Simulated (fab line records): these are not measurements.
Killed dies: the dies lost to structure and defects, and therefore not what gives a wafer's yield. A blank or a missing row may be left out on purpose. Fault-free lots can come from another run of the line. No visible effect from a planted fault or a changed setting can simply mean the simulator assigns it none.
Which tool was responsible? / flow sky130 / 11 lots, 33 wafers sampled, at 7 steps of a route of 708

## WHAT THE GAUGES SHOWED, per wafer
SKY_RES_PROTECT_TW_MEAS_08. Usual: POLY_GATE_TW gives 4029 (standard deviation 41).
lot=L442; measured=day 14 18:14; on=film-metro-04; POLY_GATE_TW=4010 4006 3982; flag=
lot=L445; measured=day 16 06:05; on=film-metro-03; POLY_GATE_TW=4059 4071 4064; flag=
lot=L447; measured=day 16 22:23; on=film-metro-03; POLY_GATE_TW=4075 4044 4086; flag=
lot=L449; measured=day 17 19:17; on=film-metro-01; POLY_GATE_TW=3996 3984 3971; flag=
lot=L450; measured=day 18 02:11; on=film-metro-03; POLY_GATE_TW=4072 4054 4062; flag=
lot=L452; measured=day 18 21:23; on=film-metro-01; POLY_GATE_TW=4015 4013 4013; flag=
lot=L455; measured=day 19 23:29; on=film-metro-04; POLY_GATE_TW=3988 3991 4003; flag=
lot=L458; measured=day 21 04:52; on=film-metro-03; POLY_GATE_TW=4044 4043 4054; flag=
lot=L460; measured=day 21 15:34; on=film-metro-03; POLY_GATE_TW=4031 4060 4034; flag=
lot=L461; measured=day 22 10:19; on=film-metro-03; POLY_GATE_TW=4086 4084 4087; flag=
lot=L465; measured=day 23 11:08; on=film-metro-04; POLY_GATE_TW=4003 3988 3997; flag=

SKY_POLY_GATE_THK_MEAS_04. Usual: POLY_GATE_CVD_03_THK gives 75.0 nm (standard deviation 0.76).
lot=L442; measured=day 14 20:55; on=film-metro-03; POLY_GATE_CVD_03_THK (nm)=74.8 74.7 74.2; flag=
lot=L445; measured=day 16 08:06; on=film-metro-01; POLY_GATE_CVD_03_THK (nm)=76.9 76.0 76.0; flag=
lot=L447; measured=day 17 00:50; on=film-metro-02; POLY_GATE_CVD_03_THK (nm)=75.3 75.7 75.6; flag=
lot=L449; measured=day 17 21:26; on=film-metro-03; POLY_GATE_CVD_03_THK (nm)=75.2 74.9 74.7; flag=
lot=L450; measured=day 18 03:39; on=film-metro-02; POLY_GATE_CVD_03_THK (nm)=75.4 75.5 75.5; flag=
lot=L452; measured=day 19 00:29; on=film-metro-01; POLY_GATE_CVD_03_THK (nm)=75.2 74.2 74.4; flag=
lot=L455; measured=day 20 00:56; on=film-metro-01; POLY_GATE_CVD_03_THK (nm)=75.6 75.1 75.2; flag=
lot=L458; measured=day 21 06:20; on=film-metro-01; POLY_GATE_CVD_03_THK (nm)=75.3 75.3 75.7; flag=
lot=L460; measured=day 21 17:02; on=film-metro-01; POLY_GATE_CVD_03_THK (nm)=74.9 74.9 75.2; flag=
lot=L461; measured=day 22 11:47; on=film-metro-03; POLY_GATE_CVD_03_THK (nm)=74.8 74.0 74.6; flag=
lot=L465; measured=day 23 13:31; on=film-metro-01; POLY_GATE_CVD_03_THK (nm)=74.8 74.9 75.4; flag=

SKY_LDD_HVN_OVL_MEAS_07. Usual: LDD_HVN_OVL gives -0.9 nm (standard deviation 1.4).
lot=L442; measured=day 19 21:41; on=overlay-01; LDD_HVN_OVL (nm)=-0.5 -0.3 -1.4; flag=
lot=L445; measured=day 21 13:53; on=overlay-01; LDD_HVN_OVL (nm)=-1.7 -3.3 -0.3; flag=
lot=L447; measured=day 22 06:28; on=overlay-02; LDD_HVN_OVL (nm)=-3.0 -2.5 -1.3; flag=
lot=L449; measured=day 23 03:05; on=overlay-02; LDD_HVN_OVL (nm)=-1.7 -1.7 -0.5; flag=
lot=L450; measured=day 23 09:59; on=overlay-01; LDD_HVN_OVL (nm)=-0.2 0.7 0.1; flag=
lot=L452; measured=day 24 04:49; on=overlay-01; LDD_HVN_OVL (nm)=1.5 -0.7 0.6; flag=
lot=L455; measured=day 25 05:01; on=overlay-01; LDD_HVN_OVL (nm)=-2.3 -0.7 -2.4; flag=
lot=L458; measured=day 26 09:13; on=overlay-01; LDD_HVN_OVL (nm)=- - -; flag=OFF
lot=L460; measured=day 26 17:58; on=overlay-01; LDD_HVN_OVL (nm)=- - -; flag=OFF
lot=L461; measured=day 27 16:10; on=overlay-02; LDD_HVN_OVL (nm)=-0.4 -1.7 -2.7; flag=
lot=L465; measured=day 28 13:14; on=overlay-01; LDD_HVN_OVL (nm)=-1.9 -3.1 -1.3; flag=

SKY_LDD_HVP_TW_MEAS_10. Usual: LDD_HVP_TW gives 456 (standard deviation 5.4).
lot=L442; measured=day 21 04:56; on=film-metro-04; LDD_HVP_TW=449 446 448; flag=
lot=L445; measured=day 22 20:53; on=film-metro-03; LDD_HVP_TW=465 463 463; flag=
lot=L447; measured=day 23 13:01; on=film-metro-03; LDD_HVP_TW=463 464 464; flag=
lot=L449; measured=day 24 09:29; on=film-metro-04; LDD_HVP_TW=451 452 451; flag=
lot=L450; measured=day 24 15:39; on=film-metro-01; LDD_HVP_TW=453 453 451; flag=
lot=L452; measured=day 25 10:58; on=film-metro-03; LDD_HVP_TW=467 462 463; flag=
lot=L455; measured=day 26 11:19; on=film-metro-04; LDD_HVP_TW=451 452 453; flag=
lot=L458; measured=day 27 14:22; on=film-metro-03; LDD_HVP_TW=1471 1461 1458; flag=OFF
lot=L460; measured=day 27 22:19; on=film-metro-03; LDD_HVP_TW=1464 1472 1471; flag=OFF
lot=L461; measured=day 28 21:16; on=film-metro-04; LDD_HVP_TW=452 451 451; flag=
lot=L465; measured=day 29 18:23; on=film-metro-03; LDD_HVP_TW=459 460 459; flag=

SKY_LDD_LDN_TW_MEAS_13. Usual: LDD_LDN_TW gives 1474 (standard deviation 20).
lot=L442; measured=day 22 11:54; on=film-metro-03; LDD_LDN_TW=1499 1502 1508; flag=
lot=L445; measured=day 24 02:58; on=film-metro-03; LDD_LDN_TW=1498 1498 1496; flag=
lot=L447; measured=day 24 19:46; on=film-metro-02; LDD_LDN_TW=1461 1458 1455; flag=
lot=L449; measured=day 25 16:25; on=film-metro-02; LDD_LDN_TW=1453 1453 1464; flag=
lot=L450; measured=day 25 21:49; on=film-metro-04; LDD_LDN_TW=1462 1460 1454; flag=
lot=L452; measured=day 26 16:28; on=film-metro-02; LDD_LDN_TW=1452 1451 1451; flag=
lot=L455; measured=day 27 16:19; on=film-metro-03; LDD_LDN_TW=1495 1498 1500; flag=
lot=L458; measured=day 28 18:56; on=film-metro-04; LDD_LDN_TW=1806 1799 1801; flag=OFF
lot=L460; measured=day 29 04:25; on=film-metro-03; LDD_LDN_TW=1833 1834 1841; flag=OFF
lot=L461; measured=day 30 02:25; on=film-metro-03; LDD_LDN_TW=1514 1495 1493; flag=
lot=L465; measured=day 30 22:16; on=film-metro-04; LDD_LDN_TW=1459 1470 1468; flag=

## WHAT TOOL EACH LOT RAN ON (gives the tool, then ch and the chambers of the sampled wafers, and finally the start)
lot=L442; SKY_LDD_P_STRIP_10=plasma-asher-04 ch 0,1, day 18 15:02; SKY_LDD_HVN_COAT_02=litho-track-03 ch 0, day 19 05:51
lot=L445; SKY_LDD_P_STRIP_10=plasma-asher-01 ch 1, day 20 07:14; SKY_LDD_HVN_COAT_02=litho-track-01 ch 0, day 20 22:25
lot=L447; SKY_LDD_P_STRIP_10=plasma-asher-03 ch 0,1, day 20 23:44; SKY_LDD_HVN_COAT_02=litho-track-01 ch 0, day 21 14:47
lot=L449; SKY_LDD_P_STRIP_10=plasma-asher-04 ch 0,1, day 21 21:23; SKY_LDD_HVN_COAT_02=litho-track-01 ch 0, day 22 12:40
lot=L450; SKY_LDD_P_STRIP_10=plasma-asher-03 ch 0,1, day 22 03:56; SKY_LDD_HVN_COAT_02=litho-track-03 ch 0, day 22 19:00
lot=L452; SKY_LDD_P_STRIP_10=plasma-asher-01 ch 0,1, day 22 22:28; SKY_LDD_HVN_COAT_02=litho-track-04 ch 0, day 23 13:40
lot=L455; SKY_LDD_P_STRIP_10=plasma-asher-03 ch 0,1, day 23 23:26; SKY_LDD_HVN_COAT_02=litho-track-03 ch 0, day 24 13:25
lot=L458; SKY_LDD_P_STRIP_10=plasma-asher-04 ch 0,1, day 25 04:05; SKY_LDD_HVN_COAT_02=litho-track-04, day 25 18:19
lot=L460; SKY_LDD_P_STRIP_10=plasma-asher-01 ch 1, day 25 13:20; SKY_LDD_HVN_COAT_02=litho-track-03, day 26 03:46
lot=L461; SKY_LDD_P_STRIP_10=plasma-asher-01 ch 0, day 26 11:43; SKY_LDD_HVN_COAT_02=litho-track-01 ch 0, day 27 01:41
lot=L465; SKY_LDD_P_STRIP_10=plasma-asher-04 ch 0,1, day 27 08:53; SKY_LDD_HVN_COAT_02=litho-track-01 ch 0, day 27 22:37
- SKY_LDD_P_STRIP_10: strips in O2/N2.
- SKY_LDD_HVN_COAT_02: resist thk 300 nm.

## WHAT THE TOOLS THEMSELVES READ (means of the sampled wafers that have a number; where no wafer has one, the mark that the record gives instead)
SKY_LDD_P_STRIP_10. Usual: drypump-motor-current-A 5.8 A, standard deviation 0.51; oes-product-au 0.716 a.u., standard deviation 0.0046; strip-time-to-endpoint-s 14.17 s, standard deviation 0.031.
lot=L442; tool=plasma-asher-04; drypump-motor-current-A (A)=5.3; oes-product-au (a.u.)=0.716; strip-time-to-endpoint-s (s)=14.25; flag=
lot=L445; tool=plasma-asher-01; drypump-motor-current-A (A)=6.3; oes-product-au (a.u.)=0.719; strip-time-to-endpoint-s (s)=14.15; flag=
lot=L447; tool=plasma-asher-03; drypump-motor-current-A (A)=5.9; oes-product-au (a.u.)=0.719; strip-time-to-endpoint-s (s)=14.14; flag=
lot=L449; tool=plasma-asher-04; drypump-motor-current-A (A)=5.5; oes-product-au (a.u.)=0.718; strip-time-to-endpoint-s (s)=14.19; flag=
lot=L450; tool=plasma-asher-03; drypump-motor-current-A (A)=6.2; oes-product-au (a.u.)=0.712; strip-time-to-endpoint-s (s)=14.21; flag=
lot=L452; tool=plasma-asher-01; drypump-motor-current-A (A)=6.0; oes-product-au (a.u.)=0.714; strip-time-to-endpoint-s (s)=14.17; flag=
lot=L455; tool=plasma-asher-03; drypump-motor-current-A (A)=5.9; oes-product-au (a.u.)=0.717; strip-time-to-endpoint-s (s)=14.16; flag=
lot=L458; tool=plasma-asher-04; drypump-motor-current-A (A)=5.3; oes-product-au (a.u.)=0.715; strip-time-to-endpoint-s (s)=14.18; flag=
lot=L460; tool=plasma-asher-01; drypump-motor-current-A (A)=6.3; oes-product-au (a.u.)=0.714; strip-time-to-endpoint-s (s)=14.19; flag=
lot=L461; tool=plasma-asher-01; drypump-motor-current-A (A)=5.3; oes-product-au (a.u.)=0.718; strip-time-to-endpoint-s (s)=14.13; flag=
lot=L465; tool=plasma-asher-04; drypump-motor-current-A (A)=5.3; oes-product-au (a.u.)=0.717; strip-time-to-endpoint-s (s)=14.15; flag=

SKY_LDD_HVN_COAT_02. Usual: chill-plate-temp-C 22.99 C, standard deviation 0.1; dispense-pressure-kPa 50 kPa, standard deviation 3.5.
lot=L442; tool=litho-track-03; chill-plate-temp-C (C)=23.06; dispense-pressure-kPa (kPa)=52; flag=
lot=L445; tool=litho-track-01; chill-plate-temp-C (C)=23.05; dispense-pressure-kPa (kPa)=44; flag=
lot=L447; tool=litho-track-01; chill-plate-temp-C (C)=22.90; dispense-pressure-kPa (kPa)=44; flag=
lot=L449; tool=litho-track-01; chill-plate-temp-C (C)=22.99; dispense-pressure-kPa (kPa)=44; flag=
lot=L450; tool=litho-track-03; chill-plate-temp-C (C)=23.07; dispense-pressure-kPa (kPa)=52; flag=
lot=L452; tool=litho-track-04; chill-plate-temp-C (C)=22.98; dispense-pressure-kPa (kPa)=52; flag=
lot=L455; tool=litho-track-03; chill-plate-temp-C (C)=22.95; dispense-pressure-kPa (kPa)=52; flag=
lot=L458; tool=litho-track-04; chill-plate-temp-C (C)=-; dispense-pressure-kPa (kPa)=-; flag=OFF
lot=L460; tool=litho-track-03; chill-plate-temp-C (C)=-; dispense-pressure-kPa (kPa)=-; flag=OFF
lot=L461; tool=litho-track-01; chill-plate-temp-C (C)=22.96; dispense-pressure-kPa (kPa)=44; flag=
lot=L465; tool=litho-track-01; chill-plate-temp-C (C)=22.93; dispense-pressure-kPa (kPa)=44; flag=

## THE ANSWER, worked out from the rows above alone
Rule: a lot is off if the mean of its wafers that have a number lies more than 3 standard deviations from the usual mean. A lot without any number at a reading at which 4 lots or more have one is off too. Where the step has rows for the other lots, those lots are counted as sound. After the gauges, taken in route order, come the tools' own readings; for these a lot's mean is taken, as printed above. The first step at which some lot is off is used, and at that step the reading that is off furthest; a lot without a number counts as furthest.
Off: L458, L460, at SKY_LDD_HVN_OVL_MEAS_07 (LDD_HVN_OVL). Without a number there: L458, L460.
If a tool, at a process step before that reading, ran all the lots that are off and no sound lot after the first of them, it fits. The gauges at SKY_LDD_HVN_OVL_MEAS_07 aren't tried: what is off there is off at SKY_LDD_HVP_TW_MEAS_10 too, on other tools, and a gauge's error can't cause that. Of those tried, none fits.

## WHAT THE SIMULATOR HAD INSERTED
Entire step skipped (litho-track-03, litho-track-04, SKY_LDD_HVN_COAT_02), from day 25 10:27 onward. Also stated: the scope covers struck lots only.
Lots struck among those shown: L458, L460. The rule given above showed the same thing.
